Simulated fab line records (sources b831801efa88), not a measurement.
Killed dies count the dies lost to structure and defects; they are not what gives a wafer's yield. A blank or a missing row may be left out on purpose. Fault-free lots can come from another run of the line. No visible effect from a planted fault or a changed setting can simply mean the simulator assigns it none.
Check for tools in common || flow gf180mcu || 13 lots, 39 wafers sampled

== WHY THIS WAS OPENED ==
Of 13 lots, 3 have the reading NSD_RS flagged at GF_PSD_RS_MEAS_14. No-fault wafers: 46.15 ohm/sq, standard deviation 0.097.
Rule: flag the lot when none of its wafers has a number, or when each of its wafers that has one lies beyond 4 standard deviations from that mean. The rest of the lots are taken to be sound.

{"lot": "L102", "measured": "day 14 04:17", "on": "filmMetro-01", "NSD_RS (ohm/sq), wafer by wafer": "46.19 46.26 46.32", "flag": ""}
{"lot": "L104", "measured": "day 15 00:10", "on": "filmMetro-01", "NSD_RS (ohm/sq), wafer by wafer": "46.18 46.21 46.24", "flag": ""}
{"lot": "L106", "measured": "day 15 15:17", "on": "filmMetro-01", "NSD_RS (ohm/sq), wafer by wafer": "46.14 46.09 46.08", "flag": ""}
{"lot": "L109", "measured": "day 16 17:23", "on": "filmMetro-01", "NSD_RS (ohm/sq), wafer by wafer": "46.04 46.12 46.17", "flag": ""}
{"lot": "L110", "measured": "day 17 01:49", "on": "filmMetro-04", "NSD_RS (ohm/sq), wafer by wafer": "40.46 40.36 40.42", "flag": "FLAGGED"}
{"lot": "L111", "measured": "day 17 06:31", "on": "filmMetro-02", "NSD_RS (ohm/sq), wafer by wafer": "40.22 40.10 40.12", "flag": "FLAGGED"}
{"lot": "L113", "measured": "day 18 02:49", "on": "filmMetro-02", "NSD_RS (ohm/sq), wafer by wafer": "40.26 40.21 40.17", "flag": "FLAGGED"}
{"lot": "L117", "measured": "day 19 18:31", "on": "filmMetro-04", "NSD_RS (ohm/sq), wafer by wafer": "45.98 46.16 46.19", "flag": ""}
{"lot": "L119", "measured": "day 20 08:40", "on": "filmMetro-02", "NSD_RS (ohm/sq), wafer by wafer": "46.20 46.00 46.13", "flag": ""}
{"lot": "L120", "measured": "day 20 23:45", "on": "filmMetro-01", "NSD_RS (ohm/sq), wafer by wafer": "46.21 46.15 46.26", "flag": ""}
{"lot": "L121", "measured": "day 21 03:29", "on": "filmMetro-02", "NSD_RS (ohm/sq), wafer by wafer": "46.16 46.04 46.14", "flag": ""}
{"lot": "L122", "measured": "day 21 07:05", "on": "filmMetro-04", "NSD_RS (ohm/sq), wafer by wafer": "46.20 46.22 46.23", "flag": ""}
{"lot": "L123", "measured": "day 21 11:55", "on": "filmMetro-02", "NSD_RS (ohm/sq), wafer by wafer": "46.08 46.13 46.13", "flag": ""}
Average over the flagged lots: 40.26 ohm/sq; offset from the usual -5.89 ohm/sq, equal to -61 standard deviations.

== WHICH TOOL RAN EACH LOT ==
The record holds 1 process step before the reading, out of a route of 602 steps. Each cell gives the tool, then ch followed by the chambers the sampled wafers passed through, then the start.
{"lot": "L102", "flag": "", "GF_PSD_RTA_13": "rtpAnneal-02 ch 0, day 14 04:11"}
{"lot": "L104", "flag": "", "GF_PSD_RTA_13": "rtpAnneal-01 ch 0, day 15 00:05"}
{"lot": "L106", "flag": "", "GF_PSD_RTA_13": "rtpAnneal-01 ch 0, day 15 15:11"}
{"lot": "L109", "flag": "", "GF_PSD_RTA_13": "rtpAnneal-01 ch 0, day 16 17:18"}
{"lot": "L110", "flag": "FLAGGED", "GF_PSD_RTA_13": "rtpAnneal-02 ch 0, day 17 01:44"}
{"lot": "L111", "flag": "FLAGGED", "GF_PSD_RTA_13": "rtpAnneal-02 ch 0, day 17 06:26"}
{"lot": "L113", "flag": "FLAGGED", "GF_PSD_RTA_13": "rtpAnneal-02 ch 0, day 18 02:44"}
{"lot": "L117", "flag": "", "GF_PSD_RTA_13": "rtpAnneal-01 ch 0, day 19 18:26"}
{"lot": "L119", "flag": "", "GF_PSD_RTA_13": "rtpAnneal-01 ch 0, day 20 08:35"}
{"lot": "L120", "flag": "", "GF_PSD_RTA_13": "rtpAnneal-02 ch 0, day 20 23:40"}
{"lot": "L121", "flag": "", "GF_PSD_RTA_13": "rtpAnneal-02 ch 0, day 21 03:23"}
{"lot": "L122", "flag": "", "GF_PSD_RTA_13": "rtpAnneal-02 ch 0, day 21 06:59"}
{"lot": "L123", "flag": "", "GF_PSD_RTA_13": "rtpAnneal-02 ch 0, day 21 11:50"}
These steps, and what they do:
- GF_PSD_RTA_13: time 20 s.
- GF_PSD_RS_MEAS_14: measures by four-point-probe.

== FLAGGED AGAINST TOTAL, ONE TOOL AT A TIME (gauges that did the reading follow at the end) ==
{"step": "GF_PSD_RTA_13", "tool": "rtpAnneal-01", "lots run": 5, "flagged": 0, "share of the flagged lots": "none", "sound lots run after its first flagged lot": "-"}
{"step": "GF_PSD_RTA_13", "tool": "rtpAnneal-02", "lots run": 8, "flagged": 3, "share of the flagged lots": "all", "sound lots run after its first flagged lot": "4 (L120,L121,L122,L123)"}
{"step": "GF_PSD_RS_MEAS_14", "tool": "filmMetro-01", "lots run": 5, "flagged": 0, "share of the flagged lots": "none", "sound lots run after its first flagged lot": "-"}
{"step": "GF_PSD_RS_MEAS_14", "tool": "filmMetro-02", "lots run": 5, "flagged": 2, "share of the flagged lots": "some", "sound lots run after its first flagged lot": "3 (L119,L121,L123)"}
{"step": "GF_PSD_RS_MEAS_14", "tool": "filmMetro-04", "lots run": 3, "flagged": 1, "share of the flagged lots": "some", "sound lots run after its first flagged lot": "2 (L117,L122)"}

== THE TABLE: WHAT IT ALLOWS ==
All flagged lots share 1 row of the table, namely rtpAnneal-02 at GF_PSD_RTA_13.
- rtpAnneal-02 at GF_PSD_RTA_13 ran 8 lots, 3 of them flagged. Lots that were sound ran on it after the first flagged one (L120, L121, L122, L123); a persistent fault on the entire tool would not allow that. Its own readings (runLengthS) fall more than 4 standard deviations out on all wafers of the flagged lots.
None of the table's rows ran every flagged lot and, after the first, no sound lot.

== WHAT WAS PUT IN BY THE SIMULATOR ==
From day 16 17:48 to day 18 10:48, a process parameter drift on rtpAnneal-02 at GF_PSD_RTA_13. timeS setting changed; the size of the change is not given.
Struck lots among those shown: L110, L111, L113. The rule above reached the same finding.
